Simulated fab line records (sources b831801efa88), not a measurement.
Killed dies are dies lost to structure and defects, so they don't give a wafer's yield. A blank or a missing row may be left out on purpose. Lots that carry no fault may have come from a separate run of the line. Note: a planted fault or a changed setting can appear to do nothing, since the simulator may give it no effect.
fab line records | flow gf180mcu
record lots=14 | wafers=42 | last_day=34
route steps=602 shown MVSD@73 VT_IMPLANT@109
lots untouched by any fault: they come from a run of this same line in which no faults occurred
start_h: start of the lot's first displayed wafer, in hours after the record's first day | wait_h: how many hours have passed since the lot's step before this one | " as in the row above | L1.1+2: several wafers, shown together as one row | - no value, or no start was given | * or withheld: withheld | < > ~ a bound
route shown NAME@n: NAME is a module with steps in the file, n the number in the route of the first one | usual: mean/standard deviation of fault-free wafers | same: alike in all rows | chamber/n: place in a boat | sites: the reading at each site | _std_site: their standard deviation | _edge_site: outer sites' mean less inner sites' | radius_mm: for every site, how far away it sits from the centre of the wafer | mask NAME#n: copy n | behind: the last tool/chamber to shape the wafer | hold: reason for holding the lot/hours on hold/outcome of the hold | device: the n, p or np transistor that did not switch | end of line: the tests these same wafers got at the end of their route | a step with no rows: only its recipe | killed: count of dies lost to structure and defects at first sort (not the wafer's yield) | map: dies across one wafer; x = killed, . = not, _ = none there
set.NAME: the setting the step ran with; set.NAME@STEP: the setting that earlier step ran with | model.NAME: the simulator's own value behind a step, which no gauge read
route steps across a sampled set of lots; one table per step, one row per wafer
services: from which hour (start_h, from the record's first day; less than 0 if before it) a tool's chamber was out of use, for how many hours, and why
## steps
# step GF_MVSD_OVL_MEAS_07
# usual MVSD_OVL=-0.5/1.2
lot.wafer | tool       | chamber | start_h | wait_h | MVSD_OVL[nm]
L592.2    | overlay-02 | -       | 81.43   | -      | -1.1
L592.4    | "          | -       | "       | "      | -2.6
L592.6    | "          | -       | "       | "      | -0.4
L593.2    | overlay-02 | -       | 88.58   | -      | -0.7
L593.5    | "          | -       | "       | "      | -2.3
L593.6    | "          | -       | "       | "      | -1.8
L595.3    | overlay-02 | -       | 104.37  | -      | -0.3
L595.5    | "          | -       | "       | "      | 0.5
L595.6    | "          | -       | "       | "      | 0.6
L596.2    | overlay-01 | -       | 108.18  | -      | -0.7
L596.3    | "          | -       | "       | "      | -1.9
L596.5    | "          | -       | "       | "      | -0.4
L599.1    | overlay-02 | -       | 124.45  | -      | -3.0
L599.4    | "          | -       | "       | "      | -1.8
L599.6    | "          | -       | "       | "      | -2.2
L600.2    | overlay-02 | -       | 128.08  | -      | 0.7
L600.4    | "          | -       | "       | "      | 0.8
L600.5    | "          | -       | "       | "      | 0.7
L601.1    | overlay-02 | -       | 134.50  | -      | -1.6
L601.3    | "          | -       | "       | "      | -1.2
L601.6    | "          | -       | "       | "      | -0.8
L603.1    | overlay-02 | -       | 146.42  | -      | -0.6
L603.5    | "          | -       | "       | "      | -1.5
L603.6    | "          | -       | "       | "      | -1.6
L604.2    | overlay-02 | -       | 154.41  | -      | -0.3
L604.3    | "          | -       | "       | "      | -1.2
L604.5    | "          | -       | "       | "      | 0.2
L607.1    | overlay-01 | -       | 169.02  | -      | 0.7
L607.4    | "          | -       | "       | "      | 1.3
L607.6    | "          | -       | "       | "      | 1.0
L608.2    | overlay-02 | -       | 177.20  | -      | 0.2
L608.3    | "          | -       | "       | "      | 0.3
L608.6    | "          | -       | "       | "      | 1.5
L609.1    | overlay-02 | -       | 180.47  | -      | -0.1
L609.2    | "          | -       | "       | "      | -0.5
L609.4    | "          | -       | "       | "      | -1.4
L611.1    | overlay-02 | -       | 192.15  | -      | -0.3
L611.3    | "          | -       | "       | "      | 0.1
L611.6    | "          | -       | "       | "      | -2.1
L613.3    | overlay-02 | -       | 206.46  | -      | -0.8
L613.5    | "          | -       | "       | "      | -1.2
L613.6    | "          | -       | "       | "      | -0.2
# step GF_MVSD_TW_MEAS_11
# usual MVSD_TW=1605/9.8
lot.wafer | tool          | chamber | start_h | wait_h | MVSD_TW
L592.2    | film_metro-03 | -       | 81.87   | 0.1    | 1620
L592.4    | "             | -       | "       | "      | 1617
L592.6    | "             | -       | "       | "      | 1617
L593.2    | film_metro-03 | -       | 89.02   | 0.1    | 1619
L593.5    | "             | -       | "       | "      | 1626
L593.6    | "             | -       | "       | "      | 1625
L595.3    | film_metro-03 | -       | 104.81  | 0.1    | 1616
L595.5    | "             | -       | "       | "      | 1607
L595.6    | "             | -       | "       | "      | 1619
L596.2    | film_metro-03 | -       | 108.62  | 0.1    | 1621
L596.3    | "             | -       | "       | "      | 1613
L596.5    | "             | -       | "       | "      | 1623
L599.1    | film_metro-02 | -       | 124.88  | 0.1    | 1612
L599.4    | "             | -       | "       | "      | 1600
L599.6    | "             | -       | "       | "      | 1615
L600.2    | film_metro-04 | -       | 128.52  | 0.1    | 1615
L600.4    | "             | -       | "       | "      | 1596
L600.5    | "             | -       | "       | "      | 1601
L601.1    | film_metro-04 | -       | 135.24  | 0.1    | 1602
L601.3    | "             | -       | "       | "      | 1592
L601.6    | "             | -       | "       | "      | 1601
L603.1    | film_metro-03 | -       | 146.86  | 0.1    | 1599
L603.5    | "             | -       | "       | "      | 1608
L603.6    | "             | -       | "       | "      | 1602
L604.2    | film_metro-04 | -       | 154.85  | 0.1    | 1592
L604.3    | "             | -       | "       | "      | 1592
L604.5    | "             | -       | "       | "      | 1600
L607.1    | film_metro-02 | -       | 169.46  | 0.1    | 1616
L607.4    | "             | -       | "       | "      | 1615
L607.6    | "             | -       | "       | "      | 1626
L608.2    | film_metro-04 | -       | 177.64  | 0.1    | 1600
L608.3    | "             | -       | "       | "      | 1585
L608.6    | "             | -       | "       | "      | 1594
L609.1    | film_metro-02 | -       | 180.91  | 0.1    | 1611
L609.2    | "             | -       | "       | "      | 1609
L609.4    | "             | -       | "       | "      | 1613
L611.1    | film_metro-02 | -       | 192.59  | 0.1    | 1597
L611.3    | "             | -       | "       | "      | 1614
L611.6    | "             | -       | "       | "      | 1609
L613.3    | film_metro-04 | -       | 206.90  | 0.1    | 1605
L613.5    | "             | -       | "       | "      | 1601
L613.6    | "             | -       | "       | "      | 1610
# step GF_VT_IMPLANT_IMPLANT_19
# recipe species=As | energy_kev=100 | dose_cm2=4.35e+12 | tilt_deg=7
# usual beam_energy_keV=100.00/0.028
lot.wafer | tool         | chamber | start_h | wait_h | beam_energy_keV
L592.2    | implanter-01 | 0       | 125.53  | 0.0    | 100.00
L592.4    | "            | 0       | "       | "      | 99.943
L592.6    | "            | 0       | "       | "      | 99.985
L593.2    | implanter-01 | 0       | 131.73  | 0.0    | 99.978
L593.5    | "            | 0       | "       | "      | 100.01
L593.6    | "            | 0       | "       | "      | 99.990
L595.3    | implanter-01 | 0       | 149.11  | 0.1    | 99.982
L595.5    | "            | 0       | "       | "      | 99.966
L595.6    | "            | 0       | "       | "      | 99.959
L596.2    | implanter-04 | 0       | 154.18  | 0.0    | 99.957
L596.3    | "            | 0       | "       | "      | 100.00
L596.5    | "            | 0       | "       | "      | 99.953
L599.1    | implanter-01 | 0       | 171.61  | 0.0    | 100.01
L599.4    | "            | 0       | "       | "      | 100.01
L599.6    | "            | 0       | "       | "      | 99.981
L600.2    | implanter-04 | 0       | 176.13  | 0.0    | 100.02
L600.4    | "            | 0       | "       | "      | 100.03
L600.5    | "            | 0       | "       | "      | 99.965
L601.1    | implanter-04 | 0       | 183.91  | 0.0    | 100.03
L601.3    | "            | 0       | "       | "      | 100.01
L601.6    | "            | 0       | "       | "      | 100.04
L603.1    | implanter-04 | 0       | 195.96  | 0.0    | 99.954
L603.5    | "            | 0       | "       | "      | 99.982
L603.6    | "            | 0       | "       | "      | 100.00
L604.2    | implanter-01 | 0       | 205.21  | 0.0    | 100.04
L604.3    | "            | 0       | "       | "      | 100.04
L604.5    | "            | 0       | "       | "      | 100.04
L607.1    | implanter-03 | 0       | 221.73  | 0.0    | 99.992
L607.4    | "            | 0       | "       | "      | 99.967
L607.6    | "            | 0       | "       | "      | 100.03
L608.2    | implanter-01 | 0       | 229.48  | 0.0    | 113.68
L608.3    | "            | 0       | "       | "      | 113.67
L608.6    | "            | 0       | "       | "      | 113.71
L609.1    | implanter-01 | 0       | 234.81  | 0.0    | 113.72
L609.2    | "            | 0       | "       | "      | 113.73
L609.4    | "            | 0       | "       | "      | 113.66
L611.1    | implanter-04 | 0       | 247.15  | 0.0    | 100.02
L611.3    | "            | 0       | "       | "      | 100.02
L611.6    | "            | 0       | "       | "      | 100.02
L613.3    | implanter-03 | 0       | 261.98  | 0.1    | 99.971
L613.5    | "            | 0       | "       | "      | 99.956
L613.6    | "            | 0       | "       | "      | 99.972
# step GF_VT_IMPLANT_TW_MEAS_21
# usual VT_IMPLANT_2_TW=1231/7.6
lot.wafer | tool          | chamber | start_h | wait_h | VT_IMPLANT_2_TW
L592.2    | film_metro-02 | -       | 125.77  | 0.1    | 1237
L592.4    | "             | -       | "       | "      | 1242
L592.6    | "             | -       | "       | "      | 1243
L593.2    | film_metro-02 | -       | 131.97  | 0.1    | 1237
L593.5    | "             | -       | "       | "      | 1237
L593.6    | "             | -       | "       | "      | 1237
L595.3    | film_metro-02 | -       | 149.33  | 0.1    | 1239
L595.5    | "             | -       | "       | "      | 1244
L595.6    | "             | -       | "       | "      | 1235
L596.2    | film_metro-04 | -       | 154.42  | 0.1    | 1220
L596.3    | "             | -       | "       | "      | 1222
L596.5    | "             | -       | "       | "      | 1225
L599.1    | film_metro-04 | -       | 171.86  | 0.1    | 1228
L599.4    | "             | -       | "       | "      | 1229
L599.6    | "             | -       | "       | "      | 1226
L600.2    | film_metro-04 | -       | 176.37  | 0.1    | 1223
L600.4    | "             | -       | "       | "      | 1222
L600.5    | "             | -       | "       | "      | 1234
L601.1    | film_metro-04 | -       | 184.19  | 0.1    | 1229
L601.3    | "             | -       | "       | "      | 1227
L601.6    | "             | -       | "       | "      | 1225
L603.1    | film_metro-02 | -       | 196.21  | 0.1    | 1236
L603.5    | "             | -       | "       | "      | 1233
L603.6    | "             | -       | "       | "      | 1233
L604.2    | film_metro-02 | -       | 205.44  | 0.1    | 1242
L604.3    | "             | -       | "       | "      | 1236
L604.5    | "             | -       | "       | "      | 1242
L607.1    | film_metro-02 | -       | 221.98  | 0.1    | 1239
L607.4    | "             | -       | "       | "      | 1241
L607.6    | "             | -       | "       | "      | 1247
L608.2    | film_metro-04 | -       | 229.72  | 0.1    | 1284
L608.3    | "             | -       | "       | "      | 1276
L608.6    | "             | -       | "       | "      | 1278
L609.1    | film_metro-01 | -       | 235.06  | 0.1    | 1276
L609.2    | "             | -       | "       | "      | 1280
L609.4    | "             | -       | "       | "      | 1276
L611.1    | film_metro-01 | -       | 247.40  | 0.1    | 1223
L611.3    | "             | -       | "       | "      | 1220
L611.6    | "             | -       | "       | "      | 1216
L613.3    | film_metro-04 | -       | 262.20  | 0.1    | 1222
L613.5    | "             | -       | "       | "      | 1223
L613.6    | "             | -       | "       | "      | 1225
# step GF_VT_IMPLANT_RTA_45
# recipe temp_c=1050 | time_s=30 | ambient=N2
# usual lamp_power_pct=39.5/3 | wafer_temp_C_max=1054.2/1.5
lot.wafer | tool          | chamber | start_h | wait_h | lamp_power_pct | wafer_temp_C_max
L592.2    | rtp_anneal-02 | 0       | 156.81  | 0.0    | 42.2           | 1053.2
L592.4    | "             | 0       | "       | "      | 42.2           | 1053.4
L592.6    | "             | 0       | "       | "      | 42.2           | 1054.4
L593.2    | rtp_anneal-02 | 0       | 162.94  | 0.0    | 42.2           | 1052.8
L593.5    | "             | 0       | "       | "      | 42.2           | 1052.7
L593.6    | "             | 0       | "       | "      | 42.2           | 1052.4
L595.3    | rtp_anneal-02 | 0       | 182.80  | 0.0    | 42.1           | 1053.3
L595.5    | "             | 0       | "       | "      | 42.2           | 1053.3
L595.6    | "             | 0       | "       | "      | 42.1           | 1054.3
L596.2    | rtp_anneal-01 | 0       | 186.43  | 0.0    | 36.2           | 1057.0
L596.3    | "             | 0       | "       | "      | 36.3           | 1054.2
L596.5    | "             | 0       | "       | "      | 36.3           | 1055.3
L599.1    | rtp_anneal-01 | 0       | 206.12  | 0.0    | 36.3           | 1053.4
L599.4    | "             | 0       | "       | "      | 36.3           | 1055.2
L599.6    | "             | 0       | "       | "      | 36.3           | 1054.7
L600.2    | rtp_anneal-01 | 0       | 211.56  | 0.0    | 36.3           | 1053.7
L600.4    | "             | 0       | "       | "      | 36.2           | 1054.6
L600.5    | "             | 0       | "       | "      | 36.3           | 1055.4
L601.1    | rtp_anneal-02 | 0       | 219.52  | 0.0    | 42.2           | 1053.2
L601.3    | "             | 0       | "       | "      | 42.2           | 1053.4
L601.6    | "             | 0       | "       | "      | 42.2           | 1053.2
L603.1    | rtp_anneal-01 | 0       | 232.82  | 0.0    | 36.4           | 1054.3
L603.5    | "             | 0       | "       | "      | 36.3           | 1055.2
L603.6    | "             | 0       | "       | "      | 36.3           | 1058.2
L604.2    | rtp_anneal-01 | 0       | 242.43  | 0.0    | 36.3           | 1055.2
L604.3    | "             | 0       | "       | "      | 36.3           | 1058.6
L604.5    | "             | 0       | "       | "      | 36.3           | 1056.6
L607.1    | rtp_anneal-01 | 0       | 260.54  | 0.0    | 36.3           | 1056.2
L607.4    | "             | 0       | "       | "      | 36.3           | 1057.4
L607.6    | "             | 0       | "       | "      | 36.3           | 1056.6
L608.2    | rtp_anneal-01 | 0       | 267.63  | 0.0    | 36.3           | 1054.4
L608.3    | "             | 0       | "       | "      | 36.3           | 1056.2
L608.6    | "             | 0       | "       | "      | 36.3           | 1052.4
L609.1    | rtp_anneal-02 | 0       | 273.32  | 0.0    | 42.2           | 1054.1
L609.2    | "             | 0       | "       | "      | 42.2           | 1053.7
L609.4    | "             | 0       | "       | "      | 42.2           | 1053.2
L611.1    | rtp_anneal-02 | 0       | 286.56  | 0.0    | 42.2           | 1052.8
L611.3    | "             | 0       | "       | "      | 42.2           | 1053.3
L611.6    | "             | 0       | "       | "      | 42.2           | 1052.1
L613.3    | rtp_anneal-02 | 0       | 302.65  | 0.0    | 42.1           | 1051.8
L613.5    | "             | 0       | "       | "      | 42.2           | 1052.2
L613.6    | "             | 0       | "       | "      | 42.2           | 1052.4
## services
tool          | chamber | start_h | hours | kind
implanter-03  | -       | 122.28  | 4.5   | pm
rtp_anneal-01 | -       | 133.10  | 1.4   | pm
implanter-04  | -       | 199.82  | 2.6   | pm
implanter-01  | -       | 216.54  | 3.5   | pm
implanter-03  | -       | 254.78  | 3.6   | repair
implanter-04  | -       | 302.25  | 10.3  | repair
## key
first_sign step=GF_VT_IMPLANT_IMPLANT_19 | reading=beam_energy_keV | direction=up | sigmas=99+ | usual=100.00 | struck=113.70
effect step=GF_VT_IMPLANT_TW_MEAS_21 | reading=VT_IMPLANT_2_TW | direction=up | sigmas=6.2 | usual=1231 | struck=1278
met_at GF_VT_IMPLANT_IMPLANT_19
struck_lots L608,L609
tester_left_out L608,L609
not_acting_at GF_MVSD_OVL_MEAS_07,GF_MVSD_TW_MEAS_11,GF_VT_IMPLANT_RTA_45
onset_between 205.21 229.48
fault kind=process_parameter_drift | tool=implanter-01 | chamber=- | onset_h=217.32 | steps=GF_VT_IMPLANT_IMPLANT_19 | channel=energy_kev | offset=13.72 | shape=step | end_h=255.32 | acts_in=these_recipes_only | stated=100
# tester_left_out: of these lots the tester's yield and bins aren't shown, on N5 and GAA mostly nor the transistor test; their killed dies are dies lost to structure and defects alone, not to doping, threshold or leakage, so they don't give the yield
